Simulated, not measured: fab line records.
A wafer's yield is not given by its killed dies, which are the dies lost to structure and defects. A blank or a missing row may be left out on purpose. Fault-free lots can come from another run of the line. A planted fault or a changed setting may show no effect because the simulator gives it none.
Matching of chambers -- flow gf180mcu -- GF_V5_CMP_26 on cmp-02 has 4 sister chambers
The step polishes, stops on SiO2, t overpolish 15 s, target thk 0 nm. 16 wafers are shown with their chamber, then 8 later ones without.

== WAFERS PAIRED WITH THEIR CHAMBERS ==
wafer,chamber,motor_current_A (A),time_to_endpoint_s (s),overpolish_run_s (s)
L698.1,0,13.2,82,15.018
L698.2,1,10.6,85,14.989
L698.6,0,12.6,84,14.975
L699.3,0,12.8,85,14.997
L699.4,1,10.5,82,15.001
L699.5,1,10.8,81,15.009
L702.1,3,11.2,90,15.007
L702.4,2,10.5,87,14.990
L702.6,0,13.3,88,14.999
L704.2,2,10.5,79,15.002
L704.3,1,10.6,83,15.007
L704.6,3,11.8,85,15.012
L709.1,3,11.5,84,15.002
L709.2,2,10.0,82,14.995
L709.4,0,12.8,83,15.002
L714.2,0,12.8,86,15.010

SIGNATURES (averages over the wafers above)
reading,chamber 0,chamber 1,chamber 2,chamber 3,scatter within a chamber
motor_current_A,12.917,10.625,10.333,11.500,0.252
time_to_endpoint_s,84.67,82.75,82.67,86.33,2.67
overpolish_run_s,15.00017,15.00150,14.99567,15.00700,0.0109
Rule: for a wafer and a chamber, the distance is found by dividing, reading by reading, the gap between the wafer's reading and the chamber's mean by the reading's scatter, squaring, summing and taking the root. The wafer belongs to the nearest chamber; if the next one is less than 2 further off, it can't be placed. The scatter: take each reading less its chamber's mean, square it, sum over the shown wafers, divide by the number of wafers less the number of chambers, and take the root.

== WAFERS WITHOUT THEIR CHAMBER ==
wafer,motor_current_A (A),time_to_endpoint_s (s),overpolish_run_s (s)
L714.4,10.4,89,15.005
L714.5,10.1,88,15.002
L715.2,11.9,90,14.994
L715.4,10.2,92,15.001
L715.6,13.1,91,14.994
L720.1,12.0,85,14.997
L720.4,10.7,87,14.989
L720.5,10.4,81,15.010

== WHICH CHAMBER EACH ONE RAN IN ==
wafer,from the rows above,in truth
L714.4,can't be placed: 1 or 2 or 3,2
L714.5,can't be placed: 2 or 1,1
L715.2,3,3
L715.4,can't be placed: 2 or 1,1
L715.6,0,0
L720.1,can't be placed: 3 or 0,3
L720.4,can't be placed: 1 or 2 or 3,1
L720.5,can't be placed: 1 or 2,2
Correctly placed: 2 of 8. From these rows, 6 cannot be placed; in 6 the true chamber is one of the candidates. Number placed wrongly: 0.
